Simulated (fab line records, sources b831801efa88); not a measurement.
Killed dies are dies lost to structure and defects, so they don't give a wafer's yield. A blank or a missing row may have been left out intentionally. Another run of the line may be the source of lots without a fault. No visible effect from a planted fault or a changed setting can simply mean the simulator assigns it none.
Which tool is to blame? ; flow sky130 ; 12 lots, 36 wafers sampled, at 5 steps of a route of 708

== WHAT EACH GAUGE READ, for each wafer ==
Not one reading of a measure or inspect step in the record can be checked against a usual standard deviation.

== WHICH TOOL RAN EACH LOT (tool, then ch and the chambers of the sampled wafers, then the start) ==
lot;SKY_VIA4_HDPCVD_00;SKY_VIA4_CVD_18;SKY_METAL5_DESCUM_14;SKY_PASSIVATION_CVD_00;SKY_PAD_OPEN_PROBE_99
L583;hdpcvd-01 ch 0,2, day 41 19:50;cvd-w-01 ch 1, day 42 20:32;rie-metal-02 ch 0,1, day 43 20:33;pecvd-01 ch 0,1, day 43 21:46;-
L584;hdpcvd-02 ch 0,2, day 41 20:41;cvd-w-02 ch 0, day 42 21:02;rie-metal-04 ch 0,1, day 43 20:57;pecvd-02 ch 0,1, day 43 21:49;-
L585;hdpcvd-01 ch 0,2, day 42 00:08;cvd-w-01 ch 1, day 43 00:09;rie-metal-02 ch 0,1, day 43 23:57;pecvd-01 ch 0,1, day 44 00:49;-
L586;hdpcvd-02 ch 1,2, day 42 19:17;cvd-w-02 ch 1, day 43 19:35;rie-metal-02 ch 0,1, day 44 19:09;pecvd-02 ch 0,2, day 44 20:01;-
L587;hdpcvd-01 ch 0,1, day 42 19:43;cvd-w-01 ch 0,1, day 43 19:40;rie-metal-03 ch 0,1, day 44 18:51;pecvd-03 ch 0,2, day 44 19:43;-
L588;hdpcvd-01 ch 0,1,2, day 43 07:13;cvd-w-01 ch 0,1, day 44 06:25;rie-metal-02 ch 0,1, day 45 04:45;pecvd-02 ch 0,1, day 45 05:39;-
L589;hdpcvd-01 ch 1,2, day 43 21:08;cvd-w-02 ch 0,1, day 44 20:35;rie-metal-02 ch 0,1, day 45 18:51;pecvd-01 ch 1,2, day 45 19:45;-
L590;hdpcvd-01 ch 0,1, day 43 22:26;cvd-w-01 ch 1, day 44 23:22;rie-metal-04 ch 0,1, day 45 20:33;pecvd-03 ch 2, day 45 21:25;-
L591;hdpcvd-02 ch 0,2, day 44 04:52;cvd-w-02 ch 0,1, day 45 03:29;rie-metal-04 ch 0,1, day 46 01:15;pecvd-03 ch 1, day 46 02:07;-
L592;hdpcvd-02 ch 0,2, day 44 15:58;cvd-w-02 ch 0,1, day 45 14:22;rie-metal-02 ch 0,1, day 46 10:41;pecvd-02 ch 1,2, day 46 11:32;-
L593;hdpcvd-02 ch 1,2, day 44 16:55;cvd-w-02 ch 0,1, day 45 15:37;rie-metal-03 ch 0, day 46 11:55;pecvd-03 ch 1,2, day 46 12:47;-
L598;hdpcvd-02 ch 0,1, day 46 06:47;cvd-w-02 ch 0, day 47 04:25;rie-metal-04 ch 0,1, day 48 01:10;pecvd-02 ch 1,2, day 48 02:02;prober-02, day 49 16:17
- SKY_VIA4_HDPCVD_00: deposits SiO2, target thk 1750 nm, time 282.1 s.
- SKY_VIA4_CVD_18: deposits W, target thk 505 nm, time 152.14 s.
- SKY_METAL5_DESCUM_14: chemistry O2, time 11 s.
- SKY_PASSIVATION_CVD_00: deposits SiO2, target thk 90 nm.
- SKY_PAD_OPEN_PROBE_99

== AS READ BY THE TOOLS THEMSELVES (means over the sampled wafers that have a number; for cases with no such wafer, the mark the record gives instead) ==
SKY_VIA4_HDPCVD_00. Usual: susceptor-temp-C at 399.98 C, with a standard deviation of 0.22.
lot;tool;susceptor-temp-C (C);flag
L583;hdpcvd-01;399.72;
L584;hdpcvd-02;400.07;
L585;hdpcvd-01;400.21;
L586;hdpcvd-02;399.91;
L587;hdpcvd-01;400.01;
L588;hdpcvd-01;400.23;
L589;hdpcvd-01;400.30;
L590;hdpcvd-01;399.85;
L591;hdpcvd-02;399.91;
L592;hdpcvd-02;399.85;
L593;hdpcvd-02;400.26;
L598;hdpcvd-02;399.92;

SKY_VIA4_CVD_18. Usual: heater-power-w 882 W, standard deviation 19; susceptor-temp-C 400.00 C, standard deviation 0.22.
lot;tool;heater-power-w (W);susceptor-temp-C (C);flag
L583;cvd-w-01;871;400.13;
L584;cvd-w-02;878;399.84;
L585;cvd-w-01;887;400.01;
L586;cvd-w-02;882;399.86;
L587;cvd-w-01;864;400.00;
L588;cvd-w-01;866;399.90;
L589;cvd-w-02;882;400.01;
L590;cvd-w-01;886;399.78;
L591;cvd-w-02;903;400.03;
L592;cvd-w-02;886;399.94;
L593;cvd-w-02;882;400.20;
L598;cvd-w-02;890;400.12;

SKY_METAL5_DESCUM_14. Usual: drypump-motor-current-A 5.74 A, standard deviation 0.17; oes-product-au 0.997 a.u., standard deviation 0.014; rf-fwd-power-W 147.6 W, standard deviation 0.72.
lot;tool;drypump-motor-current-A (A);oes-product-au (a.u.);rf-fwd-power-W (W);flag
L583;rie-metal-02;5.66;1.015;147.6;
L584;rie-metal-04;5.81;0.986;147.6;
L585;rie-metal-02;5.58;1.006;147.6;
L586;rie-metal-02;5.58;1.010;147.4;
L587;rie-metal-03;5.60;0.991;148.4;
L588;rie-metal-02;5.57;1.007;147.9;
L589;rie-metal-02;5.57;0.999;147.0;
L590;rie-metal-04;5.81;0.998;147.3;
L591;rie-metal-04;5.85;0.989;147.0;
L592;rie-metal-02;5.66;1.011;147.5;
L593;rie-metal-03;5.90;0.989;147.6;
L598;rie-metal-04;5.85;0.986;147.1;

SKY_PASSIVATION_CVD_00. Usual: heater-power-w 681 W, standard deviation 98; rf-fwd-power-W 600 W, standard deviation 3.1; susceptor-temp-C 399.98 C, standard deviation 0.21.
lot;tool;heater-power-w (W);rf-fwd-power-W (W);susceptor-temp-C (C);flag
L583;pecvd-01;772;600;399.92;
L584;pecvd-02;644;599;399.71;
L585;pecvd-01;736;598;399.99;
L586;pecvd-02;668;600;399.73;
L587;pecvd-03;549;605;400.17;
L588;pecvd-02;697;599;400.02;
L589;pecvd-01;649;602;399.93;
L590;pecvd-03;716;604;400.02;
L591;pecvd-03;765;598;400.22;
L592;pecvd-02;775;598;399.66;
L593;pecvd-03;650;601;400.29;
L598;pecvd-02;708;599;400.01;

SKY_PAD_OPEN_PROBE_99. Usual: defect-limited-yield 82.4 %, standard deviation 1.9; killed_at_M0_to_M3 44, standard deviation 7.2; killed_at_M4_up 3.1, standard deviation 1.8; killed-at-contacts 25, standard deviation 5.2; killed-at-front-end 15, standard deviation 3.9; killed-at-other 0.2, standard deviation 0.5; killed-dies 86, standard deviation 9.5; killed-open 47, standard deviation 7.3; killed-short 40, standard deviation 6; sort_bin_3_pad_short 0.8 %, standard deviation 0.44; sort_bin_5_function 10.4 %, standard deviation 1.5; sort_bin_6_memory 6.3 %, standard deviation 1.1; sort-n-pass 406, standard deviation 9.5; sort-yield-pct 82.4 %, standard deviation 1.9.
lot;tool;defect-limited-yield (%);killed_at_M0_to_M3;killed_at_M4_up;killed-at-contacts;killed-at-front-end;killed-at-other;killed-dies;killed-open;killed-short;sort_bin_3_pad_short (%);sort_bin_5_function (%);sort_bin_6_memory (%);sort-n-pass;sort-yield-pct (%);flag
L598;prober-02;76.2;44;36.0;24;13;0.0;117;45;39;2.7;14.8;6.4;375;76.2;OFF

== THE ANSWER, worked out from the rows above alone ==
Rule: take the mean of a lot's wafers that have a number; if it is more than 3 standard deviations from the usual mean, the lot is off. Also off: a lot with no number at a reading for which 4 or more lots have one. The other lots that the step has rows for count as sound. Order of review: gauges by route order, followed by the tools' own readings, for which a lot's mean as printed above is used. At the first step where some lot is off, the reading lying furthest off is the one used; lots without a number count as furthest.
Off: L598 (SKY_PAD_OPEN_PROBE_99, killed_at_M4_up). Neither off nor sound, because the step has no rows for them: L583, L584, L585, L586, L587, L588, L589, L590, L591, L592, L593.
If a tool, at that step or one of the process steps before it, ran each lot that is off and ran no sound lot following the first of them, it fits. Can't be told from this: 5 tools fit, hdpcvd-02 at SKY_VIA4_HDPCVD_00, cvd-w-02 at SKY_VIA4_CVD_18, rie-metal-04 at SKY_METAL5_DESCUM_14, pecvd-02 at SKY_PASSIVATION_CVD_00, prober-02 at SKY_PAD_OPEN_PROBE_99.

== WHAT THE SIMULATOR HAD INSERTED ==
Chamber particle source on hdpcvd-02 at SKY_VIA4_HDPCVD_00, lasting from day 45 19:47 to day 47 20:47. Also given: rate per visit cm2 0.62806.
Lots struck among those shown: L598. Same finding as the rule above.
